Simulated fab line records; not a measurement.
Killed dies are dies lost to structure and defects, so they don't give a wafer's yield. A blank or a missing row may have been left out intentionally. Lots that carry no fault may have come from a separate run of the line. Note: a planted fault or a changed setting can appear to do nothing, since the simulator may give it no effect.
Which tool is to blame? | flow sky130 | 33 wafers from 11 lots sampled at 5 of the route's 708 steps

== WHAT THE GAUGES READ, wafer by wafer ==
SKY_VIA2_THK_MEAS_01. Usual: for VIA2_HDPCVD_THK the level is 1182 nm and the standard deviation is 10.
lot  | measured     | on            | VIA2_HDPCVD_THK (nm) | flag
L872 | day 35 11:59 | film_metro-02 | 1192 1181 1178       |
L873 | day 36 01:10 | film_metro-02 | 1178 1172 1168       |
L876 | day 36 20:04 | film_metro-03 | 1187 1179 1183       |
L877 | day 37 11:43 | film_metro-01 | 1168 1159 1179       |
L878 | day 38 06:05 | film_metro-01 | 1187 1176 1196       |
L880 | day 38 06:52 | film_metro-02 | 1201 1196 1203       |
L882 | day 39 01:56 | film_metro-01 | 1179 1173 1183       |
L884 | day 39 04:05 | film_metro-01 | 1176 1174 1188       |
L883 | day 39 07:06 | film_metro-02 | 1180 1180 1182       |
L887 | day 40 01:12 | film_metro-01 | 1202 1181 1201       |
L894 | day 42 03:20 | film_metro-03 | 1175 1182 1190       |

SKY_VIA2_CD_MEAS_12: the cd target is 200 nm. Usual: cd_nm at 200.2 nm, with a standard deviation of 1.5.
lot  | measured     | on        | cd_nm (nm)        | flag
L872 | day 36 14:32 | cd_sem-02 | 197.2 196.3 196.0 |
L873 | day 37 03:32 | cd_sem-02 | 201.4 199.9 200.1 |
L876 | day 37 22:32 | cd_sem-02 | 200.9 201.9 203.3 |
L877 | day 38 13:17 | cd_sem-02 | 200.9 201.2 200.7 |
L878 | day 39 07:00 | cd_sem-02 | 199.3 198.9 199.6 |
L880 | day 39 07:56 | cd_sem-02 | 199.6 199.1 198.5 |
L882 | day 40 02:53 | cd_sem-02 | 199.1 200.0 197.7 |
L884 | day 40 05:15 | cd_sem-02 | 199.4 198.9 200.6 |
L883 | day 40 08:36 | cd_sem-02 | 198.1 196.6 199.3 |
L887 | day 41 01:43 | cd_sem-01 | 205.5 203.6 203.4 |
L894 | day 43 02:58 | cd_sem-01 | 198.3 199.2 201.7 |

== EACH LOT AND THE TOOL THAT RAN IT (in order: tool; ch and the chambers of the sampled wafers; start) ==
lot  | SKY_METAL2_DESCUM_17              | SKY_METAL2_STRIP_20                  | SKY_VIA2_DEVELOP_11
L872 | rie_metal-01 ch 0,1, day 35 11:01 | plasma_asher-01 ch 0,1, day 35 11:14 | litho_track-01 ch 0, day 36 14:00
L873 | rie_metal-03 ch 0,1, day 36 00:16 | plasma_asher-01 ch 0,1, day 36 00:27 | litho_track-01 ch 0, day 37 03:00
L876 | rie_metal-01 ch 0,1, day 36 19:10 | plasma_asher-02 ch 0,1, day 36 19:20 | litho_track-02 ch 0, day 37 22:00
L877 | rie_metal-04 ch 1, day 37 10:47   | plasma_asher-04 ch 0,1, day 37 10:58 | litho_track-02 ch 0, day 38 13:00
L878 | rie_metal-01 ch 1, day 38 05:11   | plasma_asher-01 ch 0,1, day 38 05:22 | litho_track-01 ch 0, day 39 06:00
L880 | rie_metal-03 ch 0,1, day 38 05:58 | plasma_asher-04 ch 0,1, day 38 06:09 | litho_track-01 ch 0, day 39 07:00
L882 | rie_metal-01 ch 0,1, day 39 01:02 | plasma_asher-01 ch 0,1, day 39 01:13 | litho_track-02 ch 0, day 40 02:00
L884 | rie_metal-04 ch 0, day 39 03:10   | plasma_asher-01 ch 1, day 39 03:21   | litho_track-01 ch 0, day 40 05:00
L883 | rie_metal-01 ch 0,1, day 39 06:05 | plasma_asher-01 ch 0,1, day 39 06:16 | litho_track-01 ch 0, day 40 08:00
L887 | rie_metal-03 ch 0,1, day 40 00:14 | plasma_asher-02 ch 0,1, day 40 00:26 | litho_track-01 ch 0, day 41 01:00
L894 | rie_metal-03 ch 0,1, day 42 02:26 | plasma_asher-01 ch 0,1, day 42 02:37 | litho_track-02 ch 0, day 43 02:00
- SKY_METAL2_DESCUM_17: chemistry O2, time 8 s.
- SKY_METAL2_STRIP_20: strips in O2/N2.
- SKY_VIA2_DEVELOP_11: develop time 60 s.

== WHAT THE TOOLS THEMSELVES READ (means of the sampled wafers that have a number; where no wafer has one, the mark that the record gives instead) ==
SKY_METAL2_DESCUM_17. Usual: drypump_motor_current_A 5.58 A, standard deviation 0.15; oes_product_au 0.999 a.u., standard deviation 0.0085; temp_c 40.01 C, standard deviation 0.12.
lot  | tool         | drypump_motor_current_A (A) | oes_product_au (a.u.) | temp_c (C) | flag
L872 | rie_metal-01 | 5.59                        | 0.993                 | 40.03      |
L873 | rie_metal-03 | 5.66                        | 1.009                 | 40.04      |
L876 | rie_metal-01 | 5.67                        | 1.000                 | 40.02      |
L877 | rie_metal-04 | 5.59                        | 0.997                 | 39.88      |
L878 | rie_metal-01 | 5.49                        | 0.990                 | 40.02      |
L880 | rie_metal-03 | 5.62                        | 1.005                 | 40.08      |
L882 | rie_metal-01 | 5.58                        | 0.998                 | 39.88      |
L884 | rie_metal-04 | 5.28                        | 0.997                 | 39.96      |
L883 | rie_metal-01 | 5.67                        | 0.998                 | 40.03      |
L887 | rie_metal-03 | 5.63                        | 1.008                 | 39.79      |
L894 | rie_metal-03 | 5.63                        | 1.011                 | 39.97      |

SKY_METAL2_STRIP_20. Usual: drypump_motor_current_A 5.7 A, standard deviation 0.32; oes_product_au 0.344 a.u., standard deviation 0.005; strip_time_to_endpoint_s 2.71 s, standard deviation 0.043.
lot  | tool            | drypump_motor_current_A (A) | oes_product_au (a.u.) | strip_time_to_endpoint_s (s) | flag
L872 | plasma_asher-01 | 5.7                         | 0.342                 | 2.75                         |
L873 | plasma_asher-01 | 5.7                         | 0.338                 | 2.66                         |
L876 | plasma_asher-02 | 5.6                         | 0.347                 | 2.76                         |
L877 | plasma_asher-04 | 5.8                         | 0.345                 | 2.71                         |
L878 | plasma_asher-01 | 6.0                         | 0.339                 | 2.70                         |
L880 | plasma_asher-04 | 5.8                         | 0.338                 | 2.64                         |
L882 | plasma_asher-01 | 6.0                         | 0.345                 | 2.73                         |
L884 | plasma_asher-01 | 6.2                         | 0.345                 | 2.71                         |
L883 | plasma_asher-01 | 6.0                         | 0.340                 | 2.73                         |
L887 | plasma_asher-02 | 5.6                         | 0.348                 | 2.66                         |
L894 | plasma_asher-01 | 5.7                         | 0.341                 | 2.68                         |

== THE ANSWER, worked out from the rows above alone ==
Rule: a lot is off if the mean of its wafers that have a number lies more than 3 standard deviations from the usual mean. Also off: a lot with no number at a reading for which 4 or more lots have one. Where the step has rows for the other lots, those lots are counted as sound. Order of review: gauges by route order, followed by the tools' own readings, for which a lot's mean as printed above is used. At the first step where some lot is off, the reading lying furthest off is the one used; lots without a number count as furthest.
Across all readings shown, no lot is off: no conclusion can be drawn from this.

== WHAT HAD BEEN PUT IN BY THE SIMULATOR ==
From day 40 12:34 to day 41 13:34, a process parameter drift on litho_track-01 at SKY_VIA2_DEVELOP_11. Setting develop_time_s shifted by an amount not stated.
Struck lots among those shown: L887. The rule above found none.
